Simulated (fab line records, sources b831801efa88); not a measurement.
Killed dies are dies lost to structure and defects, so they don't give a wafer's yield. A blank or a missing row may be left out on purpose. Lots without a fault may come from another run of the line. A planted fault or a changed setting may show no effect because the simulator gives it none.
Which tool did it? | flow sky130 | 13 lots, 39 wafers sampled, at 5 steps of a route of 708

WHAT THE GAUGES READ, wafer by wafer
SKY_FIELD_ISO_THK_MEAS_02. Usual: FIELD_ISO_OXIDATION_00_THK 12.0 nm, standard deviation 0.37.
lot  | measured    | on            | FIELD_ISO_OXIDATION_00_THK (nm) | flag
L212 | day 1 19:20 | film_metro-02 | 11.5 11.4 11.6                  |
L214 | day 2 06:30 | film_metro-02 | 11.6 11.6 11.4                  |
L215 | day 2 13:33 | film_metro-02 | 11.9 12.0 11.8                  |
L217 | day 2 21:46 | film_metro-03 | 12.2 12.2 12.2                  |
L218 | day 2 23:35 | film_metro-01 | 11.8 11.8 11.6                  |
L219 | day 3 03:38 | film_metro-01 | 12.5 12.6 12.3                  |
L226 | day 4 15:31 | film_metro-03 | 12.3 12.4 12.2                  |
L227 | day 4 19:39 | film_metro-03 | 12.1 12.0 12.2                  |
L228 | day 5 00:51 | film_metro-03 | 11.9 12.0 11.7                  |
L229 | day 5 06:38 | film_metro-01 | 11.7 12.1 11.9                  |
L231 | day 5 19:22 | film_metro-03 | 12.1 11.9 11.9                  |
L233 | day 6 03:51 | film_metro-02 | 12.2 12.2 12.2                  |
L232 | day 6 03:52 | film_metro-03 | 12.4 12.7 12.2                  |

SKY_POLY_GATE_THK_MEAS_04. Usual: POLY_GATE_CVD_03_THK 75.9 nm, standard deviation 0.59.
lot  | measured     | on            | POLY_GATE_CVD_03_THK (nm) | flag
L212 | day 16 02:54 | film_metro-04 | 75.4 74.8 75.5            |
L214 | day 16 20:39 | film_metro-02 | 76.0 75.8 75.7            |
L215 | day 16 20:42 | film_metro-01 | 74.8 75.2 75.3            |
L217 | day 17 07:19 | film_metro-01 | 75.8 76.7 76.5            |
L218 | day 17 18:13 | film_metro-02 | 75.4 75.8 75.5            |
L219 | day 18 07:08 | film_metro-04 | 75.6 76.4 76.3            |
L226 | day 21 20:29 | film_metro-01 | 75.8 75.7 76.0            |
L227 | day 21 19:07 | film_metro-02 | 76.4 76.1 76.3            |
L228 | day 22 06:53 | film_metro-04 | 76.0 76.5 76.0            |
L229 | day 22 02:52 | film_metro-02 | 75.2 75.5 75.1            |
L231 | day 22 18:44 | film_metro-01 | 75.8 76.3 75.6            |
L233 | day 23 13:29 | film_metro-01 | 75.6 75.3 75.4            |
L232 | day 23 11:31 | film_metro-01 | 76.7 76.3 76.1            |

SKY_SD_N_CD_MEAS_07: target cd 380 nm. Usual: cd_nm 379.6 nm, standard deviation 2.4.
lot  | measured     | on        | cd_nm (nm)        | flag
L212 | day 28 18:01 | cd_sem-02 | 380.3 381.4 380.5 |
L214 | day 29 11:43 | cd_sem-01 | 375.7 380.6 375.9 |
L215 | day 29 14:16 | cd_sem-02 | 382.8 378.7 378.8 |
L217 | day 29 23:11 | cd_sem-01 | 375.0 373.6 375.4 |
L218 | day 30 08:18 | cd_sem-02 | 382.1 381.7 383.2 |
L219 | day 30 21:09 | cd_sem-02 | 381.2 380.9 380.9 |
L226 | day 33 22:29 | cd_sem-02 | 381.6 381.1 378.9 |
L227 | day 33 21:16 | cd_sem-01 | 374.8 378.0 378.4 |
L228 | day 34 09:46 | cd_sem-02 | 379.9 378.5 378.6 |
L229 | day 34 04:32 | cd_sem-02 | 378.3 381.1 379.1 |
L231 | day 34 21:12 | cd_sem-02 | 378.4 379.1 377.5 |
L233 | day 35 14:19 | cd_sem-02 | 385.1 383.0 383.7 |
L232 | day 35 10:29 | cd_sem-02 | 380.3 382.2 378.8 |

WHICH TOOL RAN EACH LOT (tool, then ch and the chambers of the sampled wafers, then the start)
lot  | SKY_VT_ADJUST_PCH_COAT_02         | SKY_VT_ADJUST_PCH_STRIP_09
L212 | litho_track-03 ch 0, day 10 16:29 | plasma_asher-02 ch 0,1, day 11 04:41
L214 | litho_track-02 ch 0, day 10 19:52 | plasma_asher-02 ch 0,1, day 11 07:47
L215 | litho_track-03 ch 0, day 11 08:22 | plasma_asher-04 ch 0,1, day 11 21:05
L217 | litho_track-02 ch 0, day 11 19:32 | plasma_asher-04 ch 0,1, day 12 08:21
L218 | litho_track-02 ch 0, day 12 04:38 | plasma_asher-04 ch 0,1, day 12 17:07
L219 | litho_track-02 ch 0, day 12 15:14 | plasma_asher-03 ch 0,1, day 13 04:41
L226 | litho_track-01 ch 0, day 15 14:44 | plasma_asher-03 ch 0,1, day 16 04:48
L227 | litho_track-03 ch 0, day 15 14:07 | plasma_asher-03 ch 0,1, day 16 04:06
L228 | litho_track-02 ch 0, day 16 01:56 | plasma_asher-04 ch 0,1, day 16 16:11
L229 | litho_track-01 ch 0, day 15 23:01 | plasma_asher-04 ch 0,1, day 16 13:50
L231 | litho_track-01 ch 0, day 16 11:41 | plasma_asher-02 ch 0,1, day 17 01:06
L233 | litho_track-01 ch 0, day 17 03:19 | plasma_asher-04 ch 0,1, day 17 19:18
L232 | litho_track-02 ch 0, day 17 01:41 | plasma_asher-02 ch 0,1, day 17 18:02
- SKY_VT_ADJUST_PCH_COAT_02: resist thk 3000 nm.
- SKY_VT_ADJUST_PCH_STRIP_09: strips in O2/N2.

WHAT THE TOOLS THEMSELVES READ (means of the sampled wafers that have a number; where no wafer has one, the mark that the record gives instead)
SKY_VT_ADJUST_PCH_COAT_02. Usual: spin_speed_rpm 2000.0 rpm, standard deviation 1.4.
lot  | tool           | spin_speed_rpm (rpm) | flag
L212 | litho_track-03 | 1999.3               |
L214 | litho_track-02 | 2002.3               |
L215 | litho_track-03 | 1997.5               |
L217 | litho_track-02 | 2001.1               |
L218 | litho_track-02 | 2736.2               | OFF
L219 | litho_track-02 | 2735.5               | OFF
L226 | litho_track-01 | 2000.6               |
L227 | litho_track-03 | 2000.8               |
L228 | litho_track-02 | 1999.5               |
L229 | litho_track-01 | 1999.1               |
L231 | litho_track-01 | 1999.1               |
L233 | litho_track-01 | 2000.0               |
L232 | litho_track-02 | 2000.7               |

SKY_VT_ADJUST_PCH_STRIP_09. Usual: drypump_motor_current_A 5.5 A, standard deviation 0.4; oes_product_au 0.722 a.u., standard deviation 0.0053; strip_time_to_endpoint_s 36.98 s, standard deviation 0.097.
lot  | tool            | drypump_motor_current_A (A) | oes_product_au (a.u.) | strip_time_to_endpoint_s (s) | flag
L212 | plasma_asher-02 | 5.6                         | 0.723                 | 36.97                        |
L214 | plasma_asher-02 | 5.6                         | 0.721                 | 36.96                        |
L215 | plasma_asher-04 | 5.3                         | 0.719                 | 36.86                        |
L217 | plasma_asher-04 | 5.2                         | 0.722                 | 37.05                        |
L218 | plasma_asher-04 | 5.3                         | 0.719                 | 31.91                        | OFF
L219 | plasma_asher-03 | 5.7                         | 0.721                 | 32.02                        | OFF
L226 | plasma_asher-03 | 5.6                         | 0.723                 | 36.85                        |
L227 | plasma_asher-03 | 5.3                         | 0.717                 | 37.09                        |
L228 | plasma_asher-04 | 5.3                         | 0.717                 | 36.98                        |
L229 | plasma_asher-04 | 5.2                         | 0.722                 | 37.02                        |
L231 | plasma_asher-02 | 5.6                         | 0.728                 | 36.99                        |
L233 | plasma_asher-04 | 5.3                         | 0.728                 | 36.93                        |
L232 | plasma_asher-02 | 5.6                         | 0.723                 | 36.89                        |

THE ANSWER, worked out from the rows above alone
Rule: a lot is off if the mean of its wafers that have a number lies more than 3 standard deviations from the usual mean. A lot without any number at a reading at which 4 lots or more have one is off too. The other lots that the step has rows for count as sound. The gauges are gone through in route order, then the tools' own readings, and for those a lot's mean is taken as printed above. The first step at which some lot is off is used, and at that step the reading that is off furthest; a lot without a number counts as furthest.
Off: L218, L219, at SKY_VT_ADJUST_PCH_COAT_02 (spin_speed_rpm).
A tool fits if, at that step or a process step before it, it ran every lot that is off, and no sound lot after the first of them. None of those tried fits.

WHAT THE SIMULATOR HAD PUT IN
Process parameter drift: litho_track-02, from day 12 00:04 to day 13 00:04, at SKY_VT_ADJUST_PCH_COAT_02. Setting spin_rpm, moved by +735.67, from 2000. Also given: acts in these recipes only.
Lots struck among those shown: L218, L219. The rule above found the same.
